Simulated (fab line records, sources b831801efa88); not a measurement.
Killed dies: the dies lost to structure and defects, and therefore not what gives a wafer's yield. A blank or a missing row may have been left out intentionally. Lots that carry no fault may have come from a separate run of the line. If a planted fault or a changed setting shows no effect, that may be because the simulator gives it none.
Chamber matching :: flow gf180mcu :: GF_PASSIVATION_CVD_02 on pecvd-01: 3 sister chambers
The step deposits Si3N4, target thk 700 nm, time 486.18 s. 3 wafers are shown with their chamber, then 11 later ones without.

## WAFERS, EACH WITH ITS CHAMBER
wafer: L093.2
chamber: 0
heater-power-w (W): 763

wafer: L093.4
chamber: 1
heater-power-w (W): 458

wafer: L094.1
chamber: 2
heater-power-w (W): 727

## WAFERS WHOSE CHAMBER IS MISSING
wafer: L094.4
heater-power-w (W): 775

wafer: L094.5
heater-power-w (W): 784

wafer: L095.2
heater-power-w (W): 540

wafer: L095.5
heater-power-w (W): 840

wafer: L095.6
heater-power-w (W): 561

wafer: L096.3
heater-power-w (W): 529

wafer: L096.4
heater-power-w (W): 747

wafer: L096.5
heater-power-w (W): 833

wafer: L097.1
heater-power-w (W): 798

wafer: L097.2
heater-power-w (W): 507

wafer: L097.3
heater-power-w (W): 760

## THE CHAMBER EACH PASSED THROUGH
wafer: L094.4
from the rows above: can't be placed: 0 or 2
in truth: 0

wafer: L094.5
from the rows above: can't be placed: 0 or 2
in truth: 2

wafer: L095.2
from the rows above: can't be placed: 1 or 2
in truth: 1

wafer: L095.5
from the rows above: can't be placed: 0 or 2
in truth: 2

wafer: L095.6
from the rows above: can't be placed: 1 or 2 or 0
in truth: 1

wafer: L096.3
from the rows above: 1
in truth: 1

wafer: L096.4
from the rows above: can't be placed: 0 or 2
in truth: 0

wafer: L096.5
from the rows above: can't be placed: 0 or 2
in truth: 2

wafer: L097.1
from the rows above: can't be placed: 0 or 2
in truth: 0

wafer: L097.2
from the rows above: 1
in truth: 1

wafer: L097.3
from the rows above: can't be placed: 0 or 2
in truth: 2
2 of 11 placed correctly. Can't be placed from these rows: 9 (the true chamber is among the candidates in 9). Placed wrongly: 0.
How it was worked out, from the rows above alone: a wafer's distance from a chamber is the root of the sum, over the readings, of the square of ((its reading less the chamber's mean) divided by the reading's scatter). The wafer belongs to the nearest chamber; if the next one is less than 2 further off, it can't be placed. For every chamber, the mean is computed from those of its wafers that are shown. The scatter (one wafer shown for each chamber): square how far every hidden wafer sits from the nearest shown wafer, average those squares and take the square root.
